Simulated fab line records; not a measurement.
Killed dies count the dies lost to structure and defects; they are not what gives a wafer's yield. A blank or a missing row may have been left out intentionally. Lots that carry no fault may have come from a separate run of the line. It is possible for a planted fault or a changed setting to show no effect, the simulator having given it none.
Which tool did it? / flow gf180mcu / 13 lots with 39 wafers sampled at 5 steps, on a route of 602 steps

## WHAT EACH GAUGE READ, for each wafer
GF_NWELL_TW_MEAS_11. Usual: NWELL_TW gives 1574 (standard deviation 19).
lot=L150; measured=day 3 14:24; on=film metro-03; NWELL_TW=1550 1553 1554; flag=
lot=L151; measured=day 3 18:31; on=film metro-04; NWELL_TW=1584 1582 1587; flag=
lot=L154; measured=day 4 10:44; on=film metro-03; NWELL_TW=1566 1571 1567; flag=
lot=L156; measured=day 4 20:44; on=film metro-04; NWELL_TW=1576 1583 1581; flag=
lot=L157; measured=day 5 02:25; on=film metro-03; NWELL_TW=1552 1546 1545; flag=
lot=L158; measured=day 5 08:29; on=film metro-03; NWELL_TW=1540 1551 1545; flag=
lot=L160; measured=day 5 17:37; on=film metro-04; NWELL_TW=1579 1576 1576; flag=
lot=L165; measured=day 6 21:29; on=film metro-01; NWELL_TW=1612 1599 1603; flag=
lot=L167; measured=day 7 11:38; on=film metro-04; NWELL_TW=1571 1572 1574; flag=
lot=L168; measured=day 7 15:27; on=film metro-03; NWELL_TW=1561 1556 1558; flag=
lot=L169; measured=day 7 21:22; on=film metro-04; NWELL_TW=1572 1570 1586; flag=
lot=L170; measured=day 8 02:30; on=film metro-04; NWELL_TW=1583 1578 1591; flag=
lot=L171; measured=day 8 07:48; on=film metro-01; NWELL_TW=1605 1597 1604; flag=

GF_VT_IMPLANT_TW_MEAS_21. Usual: VT_IMPLANT_2_TW gives 1220 (standard deviation 9.4).
lot=L150; measured=day 6 12:36; on=film metro-03; VT_IMPLANT_2_TW=1215 1210 1216; flag=
lot=L151; measured=day 6 17:17; on=film metro-04; VT_IMPLANT_2_TW=1221 1212 1219; flag=
lot=L154; measured=day 7 14:00; on=film metro-04; VT_IMPLANT_2_TW=1218 1221 1218; flag=
lot=L156; measured=day 8 02:00; on=film metro-02; VT_IMPLANT_2_TW=1225 1229 1220; flag=
lot=L157; measured=day 8 09:09; on=film metro-02; VT_IMPLANT_2_TW=1225 1225 1232; flag=
lot=L158; measured=day 8 15:59; on=film metro-03; VT_IMPLANT_2_TW=1206 1207 1211; flag=
lot=L160; measured=day 9 03:10; on=film metro-04; VT_IMPLANT_2_TW=1216 1218 1217; flag=
lot=L165; measured=day 10 11:25; on=film metro-03; VT_IMPLANT_2_TW=1208 1207 1209; flag=
lot=L167; measured=day 11 02:42; on=film metro-02; VT_IMPLANT_2_TW=1231 1234 1230; flag=
lot=L168; measured=day 11 07:02; on=film metro-02; VT_IMPLANT_2_TW=1239 1234 1234; flag=
lot=L169; measured=day 11 12:29; on=film metro-03; VT_IMPLANT_2_TW=1213 1217 1212; flag=
lot=L170; measured=day 11 18:09; on=film metro-04; VT_IMPLANT_2_TW=1218 1210 1213; flag=
lot=L171; measured=day 12 00:40; on=film metro-03; VT_IMPLANT_2_TW=1206 1202 1200; flag=

GF_VT_IMPLANT_RS_MEAS_49: the measuring method here is four-point-probe. Usual: MVPSD_RS gives 1167.6 ohm/sq (standard deviation 2.6).
lot=L150; measured=day 7 21:25; on=film metro-01; MVPSD_RS (ohm/sq)=1164.5 1164.0 1166.0; flag=
lot=L151; measured=day 8 02:17; on=film metro-03; MVPSD_RS (ohm/sq)=1162.3 1168.4 1166.2; flag=
lot=L154; measured=day 8 23:49; on=film metro-04; MVPSD_RS (ohm/sq)=1169.2 1168.1 1172.0; flag=
lot=L156; measured=day 9 11:48; on=film metro-03; MVPSD_RS (ohm/sq)=1161.0 1166.3 1162.8; flag=
lot=L157; measured=day 9 20:10; on=film metro-03; MVPSD_RS (ohm/sq)=1162.3 1160.5 1165.5; flag=
lot=L158; measured=day 10 02:54; on=film metro-04; MVPSD_RS (ohm/sq)=1169.9 1163.9 1168.9; flag=
lot=L160; measured=day 10 14:17; on=film metro-03; MVPSD_RS (ohm/sq)=1164.3 1166.2 1165.0; flag=
lot=L165; measured=day 11 23:47; on=film metro-03; MVPSD_RS (ohm/sq)=1166.8 1167.1 1168.9; flag=
lot=L167; measured=day 12 16:34; on=film metro-03; MVPSD_RS (ohm/sq)=- - -; flag=OFF
lot=L168; measured=day 12 20:31; on=film metro-04; MVPSD_RS (ohm/sq)=1170.3 1168.9 1172.0; flag=
lot=L169; measured=day 13 02:19; on=film metro-04; MVPSD_RS (ohm/sq)=- - -; flag=OFF
lot=L170; measured=day 13 09:57; on=film metro-04; MVPSD_RS (ohm/sq)=1167.5 1169.0 1168.6; flag=
lot=L171; measured=day 13 15:41; on=film metro-04; MVPSD_RS (ohm/sq)=1168.4 1167.9 1167.5; flag=

## TOOL THAT RAN EACH LOT (tool first, then ch and the chambers of the sampled wafers, then the start)
lot=L150; GF_MVPSD_IMPLANT_09=implanter-03 ch 0, day 5 06:29; GF_MVPSD_STRIP_10=plasma asher-04 ch 0,1, day 5 06:38
lot=L151; GF_MVPSD_IMPLANT_09=implanter-03 ch 0, day 5 11:19; GF_MVPSD_STRIP_10=plasma asher-01 ch 0,1, day 5 11:27
lot=L154; GF_MVPSD_IMPLANT_09=implanter-01 ch 0, day 6 05:30; GF_MVPSD_STRIP_10=plasma asher-01 ch 0,1, day 6 05:38
lot=L156; GF_MVPSD_IMPLANT_09=implanter-01 ch 0, day 6 17:09; GF_MVPSD_STRIP_10=plasma asher-02 ch 0,1, day 6 17:18
lot=L157; GF_MVPSD_IMPLANT_09=implanter-01 ch 0, day 6 23:50; GF_MVPSD_STRIP_10=plasma asher-02 ch 0,1, day 6 23:58
lot=L158; GF_MVPSD_IMPLANT_09=implanter-03 ch 0, day 7 07:02; GF_MVPSD_STRIP_10=plasma asher-02 ch 0,1, day 7 07:11
lot=L160; GF_MVPSD_IMPLANT_09=implanter-01 ch 0, day 7 17:05; GF_MVPSD_STRIP_10=plasma asher-02 ch 0,1, day 7 17:13
lot=L165; GF_MVPSD_IMPLANT_09=implanter-02 ch 0, day 9 00:24; GF_MVPSD_STRIP_10=plasma asher-04 ch 0,1, day 9 00:32
lot=L167; GF_MVPSD_IMPLANT_09=implanter-01 ch 0, day 9 14:44; GF_MVPSD_STRIP_10=plasma asher-02 ch 0,1, day 9 14:53
lot=L168; GF_MVPSD_IMPLANT_09=implanter-02 ch 0, day 9 18:05; GF_MVPSD_STRIP_10=plasma asher-01 ch 1, day 9 18:14
lot=L169; GF_MVPSD_IMPLANT_09=implanter-01 ch 0, day 10 00:44; GF_MVPSD_STRIP_10=plasma asher-04 ch 0,1, day 10 00:53
lot=L170; GF_MVPSD_IMPLANT_09=implanter-03 ch 0, day 10 05:20; GF_MVPSD_STRIP_10=plasma asher-04 ch 0,1, day 10 05:29
lot=L171; GF_MVPSD_IMPLANT_09=implanter-02 ch 0, day 10 12:17; GF_MVPSD_STRIP_10=plasma asher-01 ch 0,1, day 10 12:25
- GF_MVPSD_IMPLANT_09
- GF_MVPSD_STRIP_10: strips in O2/N2.

## WHAT THE TOOLS THEMSELVES READ (means of the sampled wafers that have a number; where no wafer has one, the mark that the record gives instead)
GF_MVPSD_IMPLANT_09. Usual: tilt deg -0.001 degrees, standard deviation 0.019.
lot=L150; tool=implanter-03; tilt deg (degrees)=-0.004; flag=
lot=L151; tool=implanter-03; tilt deg (degrees)=-0.004; flag=
lot=L154; tool=implanter-01; tilt deg (degrees)=-0.003; flag=
lot=L156; tool=implanter-01; tilt deg (degrees)=-0.043; flag=
lot=L157; tool=implanter-01; tilt deg (degrees)=0.018; flag=
lot=L158; tool=implanter-03; tilt deg (degrees)=-0.019; flag=
lot=L160; tool=implanter-01; tilt deg (degrees)=-0.015; flag=
lot=L165; tool=implanter-02; tilt deg (degrees)=-0.013; flag=
lot=L167; tool=implanter-01; tilt deg (degrees)=15.169; flag=OFF
lot=L168; tool=implanter-02; tilt deg (degrees)=0.010; flag=
lot=L169; tool=implanter-01; tilt deg (degrees)=15.162; flag=OFF
lot=L170; tool=implanter-03; tilt deg (degrees)=-0.008; flag=
lot=L171; tool=implanter-02; tilt deg (degrees)=0.020; flag=

GF_MVPSD_STRIP_10. Usual: drypump motor current A 5.6 A, standard deviation 0.37; heater power w 355 W, standard deviation 32; oes product au 0.722 a.u., standard deviation 0.0042; strip time to endpoint s 36.95 s, standard deviation 0.11.
lot=L150; tool=plasma asher-04; drypump motor current A (A)=5.2; heater power w (W)=331; oes product au (a.u.)=0.722; strip time to endpoint s (s)=37.06; flag=
lot=L151; tool=plasma asher-01; drypump motor current A (A)=5.7; heater power w (W)=336; oes product au (a.u.)=0.724; strip time to endpoint s (s)=37.05; flag=
lot=L154; tool=plasma asher-01; drypump motor current A (A)=5.7; heater power w (W)=342; oes product au (a.u.)=0.723; strip time to endpoint s (s)=36.88; flag=
lot=L156; tool=plasma asher-02; drypump motor current A (A)=6.0; heater power w (W)=374; oes product au (a.u.)=0.721; strip time to endpoint s (s)=36.88; flag=
lot=L157; tool=plasma asher-02; drypump motor current A (A)=6.1; heater power w (W)=390; oes product au (a.u.)=0.720; strip time to endpoint s (s)=36.88; flag=
lot=L158; tool=plasma asher-02; drypump motor current A (A)=5.9; heater power w (W)=373; oes product au (a.u.)=0.720; strip time to endpoint s (s)=37.02; flag=
lot=L160; tool=plasma asher-02; drypump motor current A (A)=6.2; heater power w (W)=399; oes product au (a.u.)=0.724; strip time to endpoint s (s)=36.89; flag=
lot=L165; tool=plasma asher-04; drypump motor current A (A)=5.3; heater power w (W)=337; oes product au (a.u.)=0.724; strip time to endpoint s (s)=36.82; flag=
lot=L167; tool=plasma asher-02; drypump motor current A (A)=6.2; heater power w (W)=390; oes product au (a.u.)=0.721; strip time to endpoint s (s)=36.91; flag=
lot=L168; tool=plasma asher-01; drypump motor current A (A)=5.8; heater power w (W)=353; oes product au (a.u.)=0.723; strip time to endpoint s (s)=36.85; flag=
lot=L169; tool=plasma asher-04; drypump motor current A (A)=5.3; heater power w (W)=354; oes product au (a.u.)=0.719; strip time to endpoint s (s)=36.96; flag=
lot=L170; tool=plasma asher-04; drypump motor current A (A)=5.2; heater power w (W)=337; oes product au (a.u.)=0.729; strip time to endpoint s (s)=36.99; flag=
lot=L171; tool=plasma asher-01; drypump motor current A (A)=5.8; heater power w (W)=347; oes product au (a.u.)=0.726; strip time to endpoint s (s)=36.91; flag=

## THE ANSWER, worked out from the rows above alone
Rule: lot off if the mean of its wafers having a number is beyond 3 standard deviations from the usual mean. A lot without any number at a reading at which 4 lots or more have one is off too. The other lots that the step has rows for count as sound. After the gauges, taken in route order, come the tools' own readings; for these a lot's mean is taken, as printed above. The first step at which some lot is off is used, and at that step the reading that is off furthest; a lot without a number counts as furthest.
Off: L167, L169, seen at GF_VT_IMPLANT_RS_MEAS_49 (MVPSD_RS). Without a number there: L167, L169.
If a tool, at a process step before that reading, ran all the lots that are off and no sound lot after the first of them, it fits. Not tried: the gauges at GF_VT_IMPLANT_RS_MEAS_49; whatever is off there is also off at GF_MVPSD_IMPLANT_09, on other tools, and gauge error can't account for it. One fits: implanter-01 at GF_MVPSD_IMPLANT_09. Its last sound lot is L160 (day 7 17:05), its first lot that is off L167 (day 9 14:44): a fault that began between those two fits.
The tool's own readings at GF_MVPSD_IMPLANT_09 bear it out: on the lots that are off they differ by more than 5 times the standard deviation of the sound lots' means. tilt deg reads 15.166 degrees there against -0.006 degrees on the sound lots.

## WHAT THE SIMULATOR HAD INSERTED
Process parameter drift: implanter-01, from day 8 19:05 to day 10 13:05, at GF_MVPSD_IMPLANT_09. From 0, the setting tilt deg moved by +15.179. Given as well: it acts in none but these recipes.
Lots struck among those shown: L167, L169. Same finding as the rule above.
